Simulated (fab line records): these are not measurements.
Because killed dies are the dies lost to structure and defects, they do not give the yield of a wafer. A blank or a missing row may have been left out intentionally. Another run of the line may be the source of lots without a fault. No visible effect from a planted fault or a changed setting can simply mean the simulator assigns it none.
Chamber matching / flow gf180mcu / GF_V4_CVD_02 on pecvd-02: 3 sister chambers
The step deposits SiO2 from TEOS, target thk 850 nm, time 94.851 s. 3 wafers are shown with their chamber, then 7 later ones without.

== WAFERS, EACH WITH ITS CHAMBER ==
wafer=L086.2; chamber=0; heater-power-w (W)=771
wafer=L091.1; chamber=1; heater-power-w (W)=689
wafer=L091.3; chamber=2; heater-power-w (W)=502

== WAFERS MISSING THEIR CHAMBER ==
wafer=L091.4; heater-power-w (W)=862
wafer=L093.1; heater-power-w (W)=849
wafer=L093.3; heater-power-w (W)=611
wafer=L093.6; heater-power-w (W)=511
wafer=L095.1; heater-power-w (W)=584
wafer=L095.3; heater-power-w (W)=673
wafer=L095.6; heater-power-w (W)=609

== CHAMBER TAKEN BY EACH ==
wafer=L091.4; from the rows above=can't be placed: 0 or 1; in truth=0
wafer=L093.1; from the rows above=can't be placed: 0 or 1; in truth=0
wafer=L093.3; from the rows above=can't be placed: 1 or 2 or 0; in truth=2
wafer=L093.6; from the rows above=2; in truth=2
wafer=L095.1; from the rows above=can't be placed: 2 or 1 or 0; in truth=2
wafer=L095.3; from the rows above=can't be placed: 1 or 0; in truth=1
wafer=L095.6; from the rows above=can't be placed: 1 or 2 or 0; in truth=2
Correctly placed: 1 of 7. These rows do not allow placing 6 (true chamber among the candidates in 6). Wrongly placed: 0.
How it was worked out, from the rows above alone: a wafer's distance from a chamber is the root of the sum, over the readings, of the square of ((its reading less the chamber's mean) divided by the reading's scatter). If the next closest chamber is less than 2 further off than the closest, the wafer can't be placed; otherwise it belongs to the closest. For every chamber, the mean is computed from those of its wafers that are shown. The scatter: root of mean squared gap, hidden wafer to nearest shown wafer, with one shown wafer a chamber.
